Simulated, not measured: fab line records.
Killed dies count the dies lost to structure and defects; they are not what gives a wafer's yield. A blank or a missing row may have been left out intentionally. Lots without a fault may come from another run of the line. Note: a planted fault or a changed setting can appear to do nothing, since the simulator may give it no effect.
A sampling plan put to the test | flow gf180mcu | one fab line, 48 faults that these records tell of, each judged on the records of the lots that it struck
The line's own looks make up the plan; these are the steps of the route where a gauge or inspection reads the wafer and leaves it unchanged. Where struck wafers have a number at a look and the file lists that look's usual mean and standard deviation on fault-free wafers, the look can be judged. Caught: the struck wafers' mean, at a look after the fault's first step, is 4 or more of those standard deviations (sigma) away from the usual mean. On the tool: the identical test, applied to the tool's own readings at the steps of the fault. Also counted as caught: the struck wafers showing another recipe, or a record that is empty for them alone.

## THE FAULTS, as the simulator had put them in
1. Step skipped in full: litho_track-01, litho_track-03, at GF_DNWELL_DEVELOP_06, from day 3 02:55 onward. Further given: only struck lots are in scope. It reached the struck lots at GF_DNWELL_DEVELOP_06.
2. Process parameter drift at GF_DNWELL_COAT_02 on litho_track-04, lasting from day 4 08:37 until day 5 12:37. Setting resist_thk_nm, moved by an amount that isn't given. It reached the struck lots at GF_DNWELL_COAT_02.
3. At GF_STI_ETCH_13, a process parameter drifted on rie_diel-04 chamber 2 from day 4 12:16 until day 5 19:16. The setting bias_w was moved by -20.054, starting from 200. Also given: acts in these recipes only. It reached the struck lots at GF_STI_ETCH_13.
4. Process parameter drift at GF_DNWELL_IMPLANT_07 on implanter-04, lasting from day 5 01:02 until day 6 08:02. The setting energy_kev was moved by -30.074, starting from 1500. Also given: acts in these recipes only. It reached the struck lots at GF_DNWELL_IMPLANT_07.
5. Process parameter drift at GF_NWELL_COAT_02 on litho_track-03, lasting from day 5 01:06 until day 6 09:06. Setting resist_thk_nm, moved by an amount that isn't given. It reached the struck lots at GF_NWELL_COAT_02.
6. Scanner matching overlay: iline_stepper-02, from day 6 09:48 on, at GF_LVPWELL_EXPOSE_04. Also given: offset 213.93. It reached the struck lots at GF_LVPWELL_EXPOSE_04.
7. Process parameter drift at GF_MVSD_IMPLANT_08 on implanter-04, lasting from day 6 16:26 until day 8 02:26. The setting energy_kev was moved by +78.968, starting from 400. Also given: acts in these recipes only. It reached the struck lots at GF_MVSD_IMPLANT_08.
8. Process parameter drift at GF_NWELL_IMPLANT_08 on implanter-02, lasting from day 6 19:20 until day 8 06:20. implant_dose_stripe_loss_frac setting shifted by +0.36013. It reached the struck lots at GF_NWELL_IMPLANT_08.
9. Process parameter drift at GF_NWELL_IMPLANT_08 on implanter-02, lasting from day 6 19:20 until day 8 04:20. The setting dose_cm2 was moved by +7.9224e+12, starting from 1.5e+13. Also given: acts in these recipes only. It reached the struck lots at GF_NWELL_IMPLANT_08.
10. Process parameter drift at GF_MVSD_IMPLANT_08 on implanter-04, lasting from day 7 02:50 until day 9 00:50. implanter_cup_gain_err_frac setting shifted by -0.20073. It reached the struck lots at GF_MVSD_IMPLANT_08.
11. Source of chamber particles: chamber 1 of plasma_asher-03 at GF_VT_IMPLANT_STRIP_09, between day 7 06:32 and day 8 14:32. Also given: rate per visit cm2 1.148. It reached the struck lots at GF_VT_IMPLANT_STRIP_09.
12. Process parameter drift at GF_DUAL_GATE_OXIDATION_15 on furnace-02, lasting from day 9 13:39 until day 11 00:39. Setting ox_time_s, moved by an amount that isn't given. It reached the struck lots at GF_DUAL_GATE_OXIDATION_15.
13. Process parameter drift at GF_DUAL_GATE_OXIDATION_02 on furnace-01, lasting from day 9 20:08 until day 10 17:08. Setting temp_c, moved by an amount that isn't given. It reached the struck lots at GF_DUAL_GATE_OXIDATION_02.
14. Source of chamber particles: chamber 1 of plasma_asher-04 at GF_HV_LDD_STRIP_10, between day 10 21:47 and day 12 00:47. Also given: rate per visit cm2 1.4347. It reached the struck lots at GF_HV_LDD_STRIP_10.
15. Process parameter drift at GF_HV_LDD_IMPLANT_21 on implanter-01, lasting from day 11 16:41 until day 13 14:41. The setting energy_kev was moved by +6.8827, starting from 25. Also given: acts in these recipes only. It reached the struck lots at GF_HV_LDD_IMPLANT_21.
16. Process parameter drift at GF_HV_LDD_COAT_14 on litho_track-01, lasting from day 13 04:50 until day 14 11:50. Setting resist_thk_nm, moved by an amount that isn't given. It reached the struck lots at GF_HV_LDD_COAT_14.
17. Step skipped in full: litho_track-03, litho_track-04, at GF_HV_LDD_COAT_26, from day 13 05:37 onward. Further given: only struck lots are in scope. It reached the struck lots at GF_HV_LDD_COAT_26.
18. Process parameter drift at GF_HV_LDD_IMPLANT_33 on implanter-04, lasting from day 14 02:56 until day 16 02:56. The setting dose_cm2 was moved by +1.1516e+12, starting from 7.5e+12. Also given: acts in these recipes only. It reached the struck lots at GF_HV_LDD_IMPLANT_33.
19. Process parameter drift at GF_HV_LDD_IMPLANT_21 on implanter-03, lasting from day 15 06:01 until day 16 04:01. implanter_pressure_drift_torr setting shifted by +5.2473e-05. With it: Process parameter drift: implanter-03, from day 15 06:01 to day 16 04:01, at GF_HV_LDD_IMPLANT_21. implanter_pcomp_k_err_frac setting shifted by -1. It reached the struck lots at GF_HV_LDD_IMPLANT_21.
20. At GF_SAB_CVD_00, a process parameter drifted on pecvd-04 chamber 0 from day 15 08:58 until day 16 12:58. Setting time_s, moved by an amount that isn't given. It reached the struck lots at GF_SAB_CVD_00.
21. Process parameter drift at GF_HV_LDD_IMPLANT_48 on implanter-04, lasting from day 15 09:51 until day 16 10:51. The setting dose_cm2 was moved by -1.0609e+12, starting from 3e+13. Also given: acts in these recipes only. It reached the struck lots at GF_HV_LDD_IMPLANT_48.
22. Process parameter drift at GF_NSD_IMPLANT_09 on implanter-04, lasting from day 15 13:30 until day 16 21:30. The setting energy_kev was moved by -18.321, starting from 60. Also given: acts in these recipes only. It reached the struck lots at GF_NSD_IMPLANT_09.
23. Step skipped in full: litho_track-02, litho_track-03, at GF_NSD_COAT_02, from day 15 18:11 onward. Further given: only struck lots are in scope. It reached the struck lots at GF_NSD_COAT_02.
24. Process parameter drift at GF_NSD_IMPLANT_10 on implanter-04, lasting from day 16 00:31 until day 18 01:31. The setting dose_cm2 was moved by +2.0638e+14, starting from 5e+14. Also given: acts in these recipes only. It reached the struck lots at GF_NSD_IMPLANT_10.
25. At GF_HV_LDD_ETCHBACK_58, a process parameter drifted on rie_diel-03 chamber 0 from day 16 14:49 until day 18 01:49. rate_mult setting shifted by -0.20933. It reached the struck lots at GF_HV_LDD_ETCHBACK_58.
26. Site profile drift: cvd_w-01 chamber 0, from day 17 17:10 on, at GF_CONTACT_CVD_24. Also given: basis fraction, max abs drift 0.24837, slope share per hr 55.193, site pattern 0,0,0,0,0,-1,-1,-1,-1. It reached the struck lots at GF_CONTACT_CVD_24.
27. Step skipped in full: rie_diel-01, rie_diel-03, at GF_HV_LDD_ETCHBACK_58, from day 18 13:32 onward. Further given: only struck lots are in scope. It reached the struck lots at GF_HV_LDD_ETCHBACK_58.
28. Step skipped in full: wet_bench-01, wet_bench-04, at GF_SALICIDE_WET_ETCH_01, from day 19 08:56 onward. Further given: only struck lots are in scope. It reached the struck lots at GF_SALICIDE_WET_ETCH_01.
29. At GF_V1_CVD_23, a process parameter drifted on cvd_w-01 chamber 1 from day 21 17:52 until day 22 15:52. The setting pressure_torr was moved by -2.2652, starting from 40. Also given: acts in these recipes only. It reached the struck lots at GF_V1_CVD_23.
30. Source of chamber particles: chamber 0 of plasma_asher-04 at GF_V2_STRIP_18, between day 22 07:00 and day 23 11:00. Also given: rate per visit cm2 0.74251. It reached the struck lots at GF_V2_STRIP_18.
31. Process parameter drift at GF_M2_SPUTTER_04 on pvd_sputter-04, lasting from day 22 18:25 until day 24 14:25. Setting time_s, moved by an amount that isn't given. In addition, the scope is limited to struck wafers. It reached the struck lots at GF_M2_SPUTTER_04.
32. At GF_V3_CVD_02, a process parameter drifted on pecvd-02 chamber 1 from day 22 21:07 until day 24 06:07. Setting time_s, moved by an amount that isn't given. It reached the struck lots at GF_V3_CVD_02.
33. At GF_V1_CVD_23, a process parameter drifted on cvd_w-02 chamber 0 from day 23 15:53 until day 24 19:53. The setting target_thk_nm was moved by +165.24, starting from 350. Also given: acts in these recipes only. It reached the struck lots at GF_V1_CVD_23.
34. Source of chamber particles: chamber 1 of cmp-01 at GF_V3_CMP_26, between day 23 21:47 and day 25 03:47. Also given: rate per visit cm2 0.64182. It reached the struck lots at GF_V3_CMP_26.
35. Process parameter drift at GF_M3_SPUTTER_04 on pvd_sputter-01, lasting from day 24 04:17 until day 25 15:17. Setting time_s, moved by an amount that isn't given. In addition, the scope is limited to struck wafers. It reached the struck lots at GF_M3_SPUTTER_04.
36. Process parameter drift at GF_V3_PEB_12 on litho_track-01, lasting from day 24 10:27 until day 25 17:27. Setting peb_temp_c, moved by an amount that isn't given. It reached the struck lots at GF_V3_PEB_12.
37. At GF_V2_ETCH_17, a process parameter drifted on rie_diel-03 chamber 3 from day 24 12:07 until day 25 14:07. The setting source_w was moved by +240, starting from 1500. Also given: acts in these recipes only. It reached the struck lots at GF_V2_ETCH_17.
38. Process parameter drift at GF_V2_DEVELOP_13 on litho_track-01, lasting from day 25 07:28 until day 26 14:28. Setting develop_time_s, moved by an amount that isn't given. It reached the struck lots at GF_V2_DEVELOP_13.
39. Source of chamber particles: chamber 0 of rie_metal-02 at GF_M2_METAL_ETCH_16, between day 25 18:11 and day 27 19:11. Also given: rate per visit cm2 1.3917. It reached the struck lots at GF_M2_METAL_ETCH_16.
40. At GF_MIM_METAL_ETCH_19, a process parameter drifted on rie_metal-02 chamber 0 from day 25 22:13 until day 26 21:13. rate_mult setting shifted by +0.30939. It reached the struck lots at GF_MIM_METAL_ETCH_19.
41. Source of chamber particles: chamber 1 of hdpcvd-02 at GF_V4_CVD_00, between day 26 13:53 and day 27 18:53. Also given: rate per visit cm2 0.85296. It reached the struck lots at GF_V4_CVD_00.
42. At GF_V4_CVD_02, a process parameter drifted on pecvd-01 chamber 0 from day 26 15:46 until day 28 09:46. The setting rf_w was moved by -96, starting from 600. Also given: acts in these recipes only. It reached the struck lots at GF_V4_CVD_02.
43. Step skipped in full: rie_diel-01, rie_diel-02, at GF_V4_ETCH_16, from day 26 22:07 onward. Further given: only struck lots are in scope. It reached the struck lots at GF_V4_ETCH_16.
44. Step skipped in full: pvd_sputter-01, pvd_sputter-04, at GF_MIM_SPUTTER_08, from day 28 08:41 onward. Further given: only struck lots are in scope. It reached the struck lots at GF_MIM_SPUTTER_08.
45. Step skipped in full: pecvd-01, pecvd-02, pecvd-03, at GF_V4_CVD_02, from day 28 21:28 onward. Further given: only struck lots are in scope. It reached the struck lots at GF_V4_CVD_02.
46. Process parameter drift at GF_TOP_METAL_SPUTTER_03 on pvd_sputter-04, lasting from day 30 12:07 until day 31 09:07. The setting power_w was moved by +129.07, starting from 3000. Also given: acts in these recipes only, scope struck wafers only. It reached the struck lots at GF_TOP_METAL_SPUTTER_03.
47. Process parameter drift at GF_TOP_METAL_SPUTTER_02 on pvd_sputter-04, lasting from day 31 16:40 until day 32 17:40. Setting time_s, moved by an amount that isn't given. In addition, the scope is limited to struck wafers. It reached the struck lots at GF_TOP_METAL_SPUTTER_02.
48. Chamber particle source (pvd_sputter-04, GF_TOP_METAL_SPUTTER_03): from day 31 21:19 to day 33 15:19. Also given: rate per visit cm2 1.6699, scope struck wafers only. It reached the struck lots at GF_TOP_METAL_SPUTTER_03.

## WHAT THE PLAN SAW
fault | on the tool itself                               | first look that catches it                      | reading, sigma                                                          | median hours from its first step to that look | hours from the fault's start to the first struck lot there | judged looks passed uncaught
1     | the tool's record is blank for the struck wafers | GF_DNWELL_TW_MEAS_09                            | DNWELL_TW -82                                                           | 0.7                                           | 3                                                          | 0
2     | under 2 sigma                                    | GF_NWELL_TW_MEAS_11                             | NWELL_TW +13                                                            | 21.9                                          | 29                                                         | 0
3     | bias_w -35 sigma                                 | no look after it can be judged                  | -                                                                       | -                                             | -                                                          | 0
4     | beam_energy_keV -65 sigma                        | no look after it can be judged                  | -                                                                       | -                                             | -                                                          | 0
5     | under 2 sigma                                    | none of the 2 looks that can be judged after it | -                                                                       | -                                             | -                                                          | 2
6     | no reading that can be judged                    | GF_LVPWELL_OVL_MEAS_07                          | LVPWELL_OVL +99 or beyond                                               | 7.5                                           | 15                                                         | 0
7     | beam_energy_keV +99 or beyond sigma              | GF_VT_IMPLANT_RS_MEAS_46                        | MVSD_RS -13                                                             | 86.1                                          | 89                                                         | 0
8     | no reading that can be judged                    | GF_NWELL_TW_MEAS_11                             | NWELL_TW -4.5                                                           | 0.4                                           | 18                                                         | 0
9     | dose_ions_cm2 +99 or beyond sigma                | GF_NWELL_TW_MEAS_11                             | NWELL_TW +7.4                                                           | 0.4                                           | 18                                                         | 0
10    | beam_on_s +12 sigma                              | GF_MVSD_TW_MEAS_11                              | MVSD_TW +4.5                                                            | 0.4                                           | 7                                                          | 0
11    | under 2 sigma                                    | no look after it can be judged                  | -                                                                       | -                                             | -                                                          | 0
12    | under 2 sigma                                    | no look after it can be judged                  | -                                                                       | -                                             | -                                                          | 0
13    | tube_center_temp_C -49 sigma                     | none of the 2 looks that can be judged after it | strongest: DUAL_GATE_OXIDATION_00_THK at GF_DUAL_GATE_THK_MEAS_03, -2.6 | -                                             | -                                                          | 2
14    | under 2 sigma                                    | not the one look that can be judged after it    | -                                                                       | -                                             | -                                                          | 1
15    | beam_energy_keV +99 or beyond sigma              | GF_HV_LDD_TW_MEAS_23                            | HV_LDD_2_TW +6.9                                                        | 0.2                                           | 6                                                          | 0
16    | no reading that can be judged                    | GF_HV_LDD_CD_MEAS_19                            | cd_nm +13                                                               | 10.6                                          | 19                                                         | 0
17    | the tool's record is blank for the struck wafers | GF_HV_LDD_TW_MEAS_50                            | HV_LDD_4_TW +99 or beyond                                               | 32.0                                          | 35                                                         | 0
18    | dose_ions_cm2 +99 or beyond sigma                | no look after it can be judged                  | -                                                                       | -                                             | -                                                          | 0
19    | end_station_pressure_torr +99 or beyond sigma    | no look after it can be judged                  | -                                                                       | -                                             | -                                                          | 0
20    | under 2 sigma                                    | GF_SAB_THK_MEAS_01                              | SAB_CVD_00_THK +7.8                                                     | 0.0                                           | 24                                                         | 0
21    | dose_ions_cm2 -32 sigma                          | no look after it can be judged                  | -                                                                       | -                                             | -                                                          | 0
22    | beam_energy_keV -99 or beyond sigma              | GF_NSD_TW_MEAS_12                               | NSD_TW -4.3                                                             | 0.4                                           | 3                                                          | 0
23    | the tool's record is blank for the struck wafers | GF_PSD_TW_MEAS_11                               | PSD_TW +24                                                              | 34.9                                          | 37                                                         | 0
24    | dose_ions_cm2 +99 or beyond sigma                | GF_PSD_RS_MEAS_14                               | NSD_RS -26                                                              | 23.7                                          | 31                                                         | 0
25    | under 2 sigma                                    | none of the 2 looks that can be judged after it | -                                                                       | -                                             | -                                                          | 2
26    | under 2 sigma                                    | GF_CONTACT_RS_MEAS_25                           | CONTACT_W_RS +16                                                        | 0.1                                           | 16                                                         | 0
27    | the tool's record is blank for the struck wafers | no look after it can be judged                  | -                                                                       | -                                             | -                                                          | 0
28    | the tool's record is blank for the struck wafers | no look after it can be judged                  | -                                                                       | -                                             | -                                                          | 0
29    | chamber_pressure_Torr -23 sigma                  | GF_V1_RS_MEAS_24                                | V1_W_RS +4.6                                                            | 0.1                                           | 7                                                          | 0
30    | under 2 sigma                                    | not the one look that can be judged after it    | strongest: cd_nm at GF_TOP_METAL_CD_MEAS_14, +2.1                       | -                                             | -                                                          | 1
31    | under 2 sigma                                    | none of the 7 looks that can be judged after it | -                                                                       | -                                             | -                                                          | 7
32    | run_length_s -16 sigma                           | GF_V3_THK_MEAS_03                               | V3_CVD_02_THK -6.8                                                      | 0.1                                           | 4                                                          | 0
33    | under 2 sigma                                    | GF_V1_RS_MEAS_24                                | V1_W_RS -28                                                             | 0.1                                           | 3                                                          | 0
34    | under 2 sigma                                    | none of the 2 looks that can be judged after it | -                                                                       | -                                             | -                                                          | 2
35    | under 2 sigma                                    | none of the 7 looks that can be judged after it | -                                                                       | -                                             | -                                                          | 7
36    | heater_power_total_W -45 sigma                   | GF_V3_CD_MEAS_14                                | cd_nm -12                                                               | 0.3                                           | 11                                                         | 0
37    | rf_fwd_power_W +48 sigma                         | no look after it can be judged                  | -                                                                       | -                                             | -                                                          | 0
38    | no reading that can be judged                    | none of the 2 looks that can be judged after it | strongest: cd_nm at GF_V2_CD_MEAS_14, +2.2                              | -                                             | -                                                          | 2
39    | under 2 sigma                                    | no look after it can be judged                  | -                                                                       | -                                             | -                                                          | 0
40    | under 2 sigma                                    | no look after it can be judged                  | -                                                                       | -                                             | -                                                          | 0
41    | under 2 sigma                                    | not the one look that can be judged after it    | -                                                                       | -                                             | -                                                          | 1
42    | rf_fwd_power_W -40 sigma                         | not the one look that can be judged after it    | strongest: V4_CVD_02_THK at GF_V4_THK_MEAS_03, -2.7                     | -                                             | -                                                          | 1
43    | the tool's record is blank for the struck wafers | no look after it can be judged                  | -                                                                       | -                                             | -                                                          | 0
44    | the tool's record is blank for the struck wafers | GF_MIM_RS_MEAS_10                               | MIM_ALCU_RS +99 or beyond                                               | 0.1                                           | 8                                                          | 0
45    | the tool's record is blank for the struck wafers | no look after it can be judged                  | -                                                                       | -                                             | -                                                          | 0
46    | cathode_dc_power_W +99 or beyond sigma           | no look after it can be judged                  | -                                                                       | -                                             | -                                                          | 0
47    | under 2 sigma                                    | GF_TOP_METAL_RS_MEAS_05                         | TOP_METAL_ALCU_RS -13                                                   | 0.1                                           | 2                                                          | 0
48    | under 2 sigma                                    | no look after it can be judged                  | -                                                                       | -                                             | -                                                          | 0
A dash: the fault is not caught, or the number is missing from these records.

Caught at a look: 21 of 48. Caught on the tool: 26 of 48. By one or the other: 34 of 48.
Faults caught by the tool alone: 3, 4, 13, 18, 19, 21, 27, 28, 37, 42, 43, 45, 46.
Caught at a look alone: faults 2, 6, 8, 16, 20, 26, 33, 47.
Caught by neither: faults 5, 11, 12, 14, 25, 30, 31, 34, 35, 38, 39, 40, 41, 48.

## THINNER SAMPLING
Were the look that catches a fault to measure just every second or every third lot (counted by lot number), the first struck lot would, at worst, be measured this late:
fault | struck lots at that look, in order of time | every lot | every second lot | every third lot
1     | L493, L494                                 | 3 h       | 8 h              | may miss all 2
2     | L592, L593                                 | 29 h      | 34 h             | may miss all 2
6     | L556, L557                                 | 15 h      | 19 h             | may miss all 2
7     | L825, L827                                 | 89 h      | may miss all 2   | may miss all 2
8     | L246, L248                                 | 18 h      | may miss all 2   | may miss all 2
9     | L850, L852                                 | 18 h      | may miss all 2   | may miss all 2
10    | L968, L973, L974                           | 7 h       | 37 h             | may miss all 3
15    | L586, L590                                 | 6 h       | may miss all 2   | may miss all 2
16    | L522, L524                                 | 19 h      | may miss all 2   | may miss all 2
17    | L992, L993                                 | 35 h      | 44 h             | may miss all 2
20    | L509                                       | 24 h      | may miss it      | may miss it
22    | L992, L994                                 | 3 h       | may miss all 2   | may miss all 2
23    | L401, L402, L403                           | 37 h      | 49 h             | 52 h
24    | L614, L617                                 | 31 h      | 66 h             | may miss all 2
26    | L976, L980                                 | 16 h      | may miss all 2   | may miss all 2
29    | L278, L279                                 | 7 h       | 10 h             | may miss all 2
32    | L818, L819                                 | 4 h       | 21 h             | may miss all 2
33    | L735, L737                                 | 3 h       | may miss all 2   | may miss all 2
36    | L234, L236                                 | 11 h      | may miss all 2   | may miss all 2
44    | L760, L761, L762                           | 8 h       | 17 h             | 21 h
47    | L462, L463, L464                           | 2 h       | 8 h              | 14 h
The hour figures run from when the fault began to the first measured lot among those it struck. The limit of 4 sigma was tested on all struck wafers together, so one lot alone may lie under it. Other struck lots may not be in these records.

## THE LONGEST TIMED WAY FROM STEP TO LOOK
For fault 7, GF_MVSD_IMPLANT_08 and GF_VT_IMPLANT_RS_MEAS_46 are separated by a median of 86.1 hours. No look between them can be judged.
